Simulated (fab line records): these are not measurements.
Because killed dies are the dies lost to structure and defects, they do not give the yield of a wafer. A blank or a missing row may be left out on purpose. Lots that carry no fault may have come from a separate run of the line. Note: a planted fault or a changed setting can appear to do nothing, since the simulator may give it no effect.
Struck lot and sound lot, side by side | flow gf180mcu | 19 steps out of a route of 602
Sound: these wafers, L978.1, L978.4, L978.6. The struck wafers were L990.2, L990.4, L990.6. At the end, the cause is stated.
Per side, at each step with rows, come the tool, then ch with its chambers, and then its first start. Under that, the readings that differ: sound wafers | struck wafers | difference of the means | sigmas: that difference in standard deviations of wafers without a fault.
alike: a reading whose means differ by less than 2 such deviations, as well as words and numbers matching on both sides. not compared: withheld readings; readings where some wafer has no value; bounds like >300 that might hide an equal value; numbers whose values overlap and for which the record gives no deviation.
Wherever a step has rows on one side only, a row that says differs or no value, or a row with sigmas, the two part there. When numbers do not overlap yet have no deviation, they are printed without sigmas and do not part them. A reading that every wafer of one side lacks parts them only if that side has two wafers or more.

GF_M4_SPUTTER_00: material Ti, target thk 37.5 nm, time 150 s.
  sound on pvd-sputter-03 at day 22 15:41; struck on pvd-sputter-02 at day 26 20:49
  alike: throttle-valve-pct
GF_M4_SPUTTER_01: material TiN, target thk 30 nm, time 25 s.
  sound on pvd-sputter-03 at day 22 15:47; struck on pvd-sputter-02 at day 26 20:55
  alike: throttle-valve-pct
GF_M4_SPUTTER_02: material AlCu, target thk 450 nm, time 23.9 s.
  sound on pvd-sputter-03 at day 22 15:49; struck on pvd-sputter-02 at day 26 20:56
  alike: throttle-valve-pct
GF_M4_SPUTTER_03: material Ti, target thk 10 nm, time 6.7 s.
  sound on pvd-sputter-03 at day 22 15:51; struck on pvd-sputter-02 at day 26 20:58
  alike: throttle-valve-pct
GF_M4_SPUTTER_04: material TiN, target thk 50 nm, time 41.7 s.
  sound on pvd-sputter-03 at day 22 15:52; struck on pvd-sputter-02 at day 26 20:59
  alike: throttle-valve-pct
GF_M4_RS_MEAS_05: a four-point-probe measurement.
  sound on film-metro-04 at day 22 15:55; struck on film-metro-01 at day 26 21:03
  alike: M4_ALCU_RS
GF_M4_THK_MEAS_06: measures by xrf.
  sound on film-metro-04 at day 22 16:02; struck on film-metro-01 at day 26 21:10
  alike: M4_ALCU_THK
then, 5 steps without rows for these wafers: GF_M4_DEHYDRATE_07 (time 60 s); GF_M4_HMDS_08 (prime time 60 s); GF_M4_COAT_09 (resist thk 1000 nm); GF_M4_SOFTBAKE_10 (time 60 s); GF_M4_EXPOSE_11 (exposes mask Metal4, target cd 280 nm).
GF_M4_PEB_12: peb time 90 s.
  sound on litho-track-04 ch 0, day 23 14:24; struck on litho-track-02 ch 0, day 27 16:58
  reading                  | sound             | struck            | difference | sigmas
  heater-power-total-W (W) | 85.70 85.78 85.68 | 97.02 97.13 97.23 | +11.41     | +99 or more
then, 1 step without rows for these wafers: GF_M4_DEVELOP_13 (develop time 60 s).
GF_M4_CD_MEAS_14: the cd target is 280 nm.
  sound on cd-sem-02 at day 23 14:45; struck on cd-sem-02 at day 27 17:18
  reading    | sound             | struck            | difference | sigmas
  cd-nm (nm) | 279.2 280.5 279.8 | 291.8 290.1 292.2 | +11.5      | +13
GF_M4_OVL_MEAS_15:
  sound on overlay-02 at day 23 14:52; struck on overlay-02 at day 27 17:25
  alike: M4_OVL
GF_M4_METAL_ETCH_16: etches the open film in Cl2/BCl3, stops on SiO2, target depth 750.8 nm, time 125.1 s.
  sound on rie-metal-04 ch 1, day 23 14:54; struck on rie-metal-01 ch 1, day 27 17:26
  reading             | sound             | struck            | difference | sigmas
  model.M4.cd-nm (nm) | 275.5 273.9 275.2 | 301.7 300.2 303.4 | +26.9      |
  alike: drypump-motor-current-A, oes-product-au, throttle-valve-pct
  not compared: rf-hours-counter-h
then, 1 step without rows for these wafers: GF_M4_STRIP_17 (strips in O2/N2).
-- the record jumps here: 5 days lie between the struck wafers' starts before and after (it left off in module M4 and takes up again in module PASSIVATION, whose first step shown is number 602 of the route) --
GF_PASSIVATION_PROBE_99:
  the record has rows for the struck wafers here (prober-01, day 32 15:01) and none for the sound ones

== WHERE THEY PART ==
First at GF_M4_PEB_12; last, within this record, at GF_PASSIVATION_PROBE_99.

WHY: what the simulator had put in
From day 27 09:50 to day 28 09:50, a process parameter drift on litho-track-02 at GF_M4_PEB_12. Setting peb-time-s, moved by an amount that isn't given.
